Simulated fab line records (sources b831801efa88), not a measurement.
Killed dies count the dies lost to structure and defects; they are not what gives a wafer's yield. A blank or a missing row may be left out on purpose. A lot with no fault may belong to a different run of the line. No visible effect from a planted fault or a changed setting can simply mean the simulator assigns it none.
The tool behind it: which one? + flow sky130 + 11 lots, 33 wafers sampled, at 5 steps of a route of 708

== WHAT THE GAUGES SHOWED, per wafer ==
SKY_SONOS_ONO_THK_MEAS_05. Usual: SONOS_ONO_CVD_04_THK typically reads 5.80 nm, with standard deviation 0.13.
| lot  | measured     | on            | SONOS_ONO_CVD_04_THK (nm) | flag |
|------|--------------|---------------|---------------------------|------|
| L565 | day 11 14:16 | film metro-03 | 5.52 5.58 5.55            |      |
| L570 | day 14 04:44 | film metro-04 | 5.96 5.90 5.91            |      |
| L571 | day 14 04:44 | film metro-01 | 5.97 6.03 5.96            |      |
| L573 | day 14 21:16 | film metro-03 | 6.05 5.92 5.99            |      |
| L572 | day 14 22:31 | film metro-03 | 5.85 5.76 5.88            |      |
| L578 | day 16 07:47 | film metro-01 | 5.90 5.90 5.92            |      |
| L582 | day 17 10:27 | film metro-01 | 5.74 5.68 5.68            |      |
| L585 | day 18 07:17 | film metro-04 | 5.72 5.71 5.74            |      |
| L586 | day 18 15:30 | film metro-03 | 5.81 5.91 5.84            |      |
| L587 | day 19 01:42 | film metro-03 | 5.60 5.57 5.77            |      |
| L588 | day 19 04:55 | film metro-03 | 5.62 5.53 5.46            |      |

SKY_POLY_GATE_THK_MEAS_04. Usual: POLY_GATE_CVD_03_THK typically reads 74.8 nm, with standard deviation 0.6.
| lot  | measured     | on            | POLY_GATE_CVD_03_THK (nm) | flag |
|------|--------------|---------------|---------------------------|------|
| L565 | day 15 05:24 | film metro-02 | 75.5 75.1 74.9            |      |
| L570 | day 18 04:23 | film metro-04 | 75.7 74.6 75.5            |      |
| L571 | day 18 04:23 | film metro-02 | 74.2 74.5 74.3            |      |
| L573 | day 18 17:03 | film metro-01 | 75.5 75.3 75.0            |      |
| L572 | day 18 23:20 | film metro-04 | 75.1 75.2 74.3            |      |
| L578 | day 20 09:32 | film metro-01 | 74.4 74.4 74.5            |      |
| L582 | day 21 14:25 | film metro-02 | 75.3 75.7 75.3            |      |
| L585 | day 22 11:10 | film metro-02 | 75.1 75.0 75.3            |      |
| L586 | day 22 19:47 | film metro-01 | 74.3 74.4 74.3            |      |
| L587 | day 23 04:55 | film metro-04 | 74.5 74.9 74.2            |      |
| L588 | day 23 10:05 | film metro-02 | 74.3 74.4 74.1            |      |

SKY_LDD_P_TW_MEAS_11. Usual: LDD_P_TW typically reads 631, with standard deviation 3.6.
| lot  | measured     | on            | LDD_P_TW                | flag |
|------|--------------|---------------|-------------------------|------|
| L565 | day 18 22:45 | film metro-02 | 633 630 630             |      |
| L570 | day 22 04:15 | film metro-02 | 632 632 633             |      |
| L571 | day 22 03:34 | film metro-02 | 632 632 631             |      |
| L573 | day 22 17:31 | film metro-02 | 633 629 634             |      |
| L572 | day 22 22:55 | film metro-02 | 633 636 634             |      |
| L578 | day 24 07:59 | film metro-04 | 634 637 634             |      |
| L582 | day 25 12:26 | film metro-04 | 603 607 602 602 601 603 | OFF  |
| L585 | day 26 07:06 | film metro-03 | 600 600 601 600 602 599 | OFF  |
| L586 | day 26 16:23 | film metro-03 | 630 628 629             |      |
| L587 | day 27 01:17 | film metro-03 | 625 627 627             |      |
| L588 | day 27 06:37 | film metro-02 | 630 630 634             |      |

== WHAT TOOL EACH LOT RAN ON (gives the tool, then ch and the chambers of the sampled wafers, and finally the start) ==
| lot  | SKY_SONOS_ONO_ETCH_15              | SKY_LDD_P_IMPLANT_09            |
|------|------------------------------------|---------------------------------|
| L565 | rie diel-02 ch 0,3, day 12 15:17   | implanter-02 ch 0, day 18 22:30 |
| L570 | rie diel-01 ch 0,2,3, day 15 07:26 | implanter-03 ch 0, day 22 04:00 |
| L571 | rie diel-02 ch 0,2, day 15 06:45   | implanter-04 ch 0, day 22 03:19 |
| L573 | rie diel-01 ch 0,2,3, day 15 23:53 | implanter-02 ch 0, day 22 17:16 |
| L572 | rie diel-02 ch 0,1,3, day 16 01:21 | implanter-03 ch 0, day 22 22:40 |
| L578 | rie diel-04 ch 0,1,2, day 17 12:45 | implanter-02 ch 0, day 24 07:44 |
| L582 | rie diel-02 ch 1,3, day 18 14:59   | implanter-02 ch 0, day 25 12:13 |
| L585 | rie diel-04 ch 0,2,3, day 19 13:34 | implanter-02 ch 0, day 26 06:51 |
| L586 | rie diel-02 ch 2,3, day 19 22:17   | implanter-03 ch 0, day 26 16:08 |
| L587 | rie diel-01 ch 1,2,3, day 20 08:52 | implanter-04 ch 0, day 27 01:02 |
| L588 | rie diel-04 ch 0,1,3, day 20 11:44 | implanter-03 ch 0, day 27 06:23 |
- SKY_SONOS_ONO_ETCH_15: etches the open film in CHF3/O2, target depth 19.52 nm, time 7.8 s.
- SKY_LDD_P_IMPLANT_09

== AS READ BY THE TOOLS THEMSELVES (means over the sampled wafers that have a number; for cases with no such wafer, the mark the record gives instead) ==
SKY_SONOS_ONO_ETCH_15. Usual: O2_flow_sccm 4.997 sccm, standard deviation 0.014; drypump motor current A 5.7 A, standard deviation 0.45; oes product au 1.005 a.u., standard deviation 0.0086; throttle valve pct 8.827 %, standard deviation 0.0093.
| lot  | tool        | O2_flow_sccm (sccm) | drypump motor current A (A) | oes product au (a.u.) | throttle valve pct (%) | flag |
|------|-------------|---------------------|-----------------------------|-----------------------|------------------------|------|
| L565 | rie diel-02 | 4.993               | 5.8                         | 0.996                 | 8.821                  |      |
| L570 | rie diel-01 | 5.002               | 5.8                         | 1.011                 | 8.818                  |      |
| L571 | rie diel-02 | 5.011               | 5.8                         | 1.010                 | 8.825                  |      |
| L573 | rie diel-01 | 4.999               | 5.8                         | 1.004                 | 8.827                  |      |
| L572 | rie diel-02 | 5.011               | 5.8                         | 1.004                 | 8.838                  |      |
| L578 | rie diel-04 | 4.993               | 5.5                         | 1.007                 | 8.822                  |      |
| L582 | rie diel-02 | 4.988               | 5.9                         | 1.019                 | 8.826                  |      |
| L585 | rie diel-04 | 4.981               | 5.4                         | 1.000                 | 8.826                  |      |
| L586 | rie diel-02 | 5.004               | 6.4                         | 0.996                 | 8.828                  |      |
| L587 | rie diel-01 | 4.993               | 5.8                         | 1.004                 | 8.832                  |      |
| L588 | rie diel-04 | 4.989               | 5.2                         | 0.995                 | 8.823                  |      |

SKY_LDD_P_IMPLANT_09. Usual: beam energy keV 25.001, standard deviation 0.0085; dose ions cm2 9.999e+12, standard deviation 9.3e+09; end station pressure torr 5.05e-06 Torr, standard deviation 2.6e-07; faraday current uA 56.6, standard deviation 1.1.
| lot  | tool         | beam energy keV | dose ions cm2 | end station pressure torr (Torr) | faraday current uA | flag |
|------|--------------|-----------------|---------------|----------------------------------|--------------------|------|
| L565 | implanter-02 | 25.007          | 9.990e+12     | 5.20e-06                         | 56.2               |      |
| L570 | implanter-03 | 24.987          | 9.986e+12     | 4.97e-06                         | 57.6               |      |
| L571 | implanter-04 | 25.005          | 1.001e+13     | 4.99e-06                         | 56.4               |      |
| L573 | implanter-02 | 24.994          | 9.992e+12     | 4.80e-06                         | 57.1               |      |
| L572 | implanter-03 | 25.000          | 9.995e+12     | 5.07e-06                         | 54.6               |      |
| L578 | implanter-02 | 25.003          | 1.001e+13     | 5.07e-06                         | 55.9               |      |
| L582 | implanter-02 | 24.996          | 8.466e+12     | 5.07e-06                         | 47.8               | OFF  |
| L585 | implanter-02 | 24.995          | 8.458e+12     | 5.01e-06                         | 47.5               | OFF  |
| L586 | implanter-03 | 25.006          | 1.002e+13     | 5.18e-06                         | 56.9               |      |
| L587 | implanter-04 | 25.004          | 9.993e+12     | 4.73e-06                         | 57.0               |      |
| L588 | implanter-03 | 25.006          | 1.000e+13     | 4.99e-06                         | 57.3               |      |

== THE ANSWER, worked out from the rows above alone ==
Rule: a lot counts as off when the mean over its wafers that have a number is more than 3 standard deviations away from the usual mean. A lot without any number at a reading at which 4 lots or more have one is off too. The other lots that the step has rows for count as sound. After the gauges, taken in route order, come the tools' own readings; for these a lot's mean is taken, as printed above. At the first step where some lot is off, the reading lying furthest off is the one used; lots without a number count as furthest.
Off: at SKY_LDD_P_TW_MEAS_11 (LDD_P_TW), L582, L585.
A tool fits if, at a process step before that reading, it ran every lot that is off, and no sound lot after the first of them. Not tried: the gauges at SKY_LDD_P_TW_MEAS_11; whatever is off there is also off at SKY_LDD_P_IMPLANT_09, on other tools, and gauge error can't account for it. One fits: SKY_LDD_P_IMPLANT_09 on implanter-02. Its last sound lot is L578 (day 24 07:44), its first lot that is off L582 (day 25 12:13): a fault that began between those two fits.
The tool's own readings at SKY_LDD_P_IMPLANT_09 bear it out: on the lots that are off they differ by more than 5 times the standard deviation of the sound lots' means. dose ions cm2 reads 8.462e+12 there against 1.000e+13 on the sound lots; faraday current uA reads 47.6 there against 56.6 on the sound lots.

== WHAT THE SIMULATOR HAD INSERTED ==
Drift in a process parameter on implanter-02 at SKY_LDD_P_IMPLANT_09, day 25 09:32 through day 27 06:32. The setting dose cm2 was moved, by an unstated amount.
Shown lots that were struck: L582, L585. This agrees with what the rule above found.
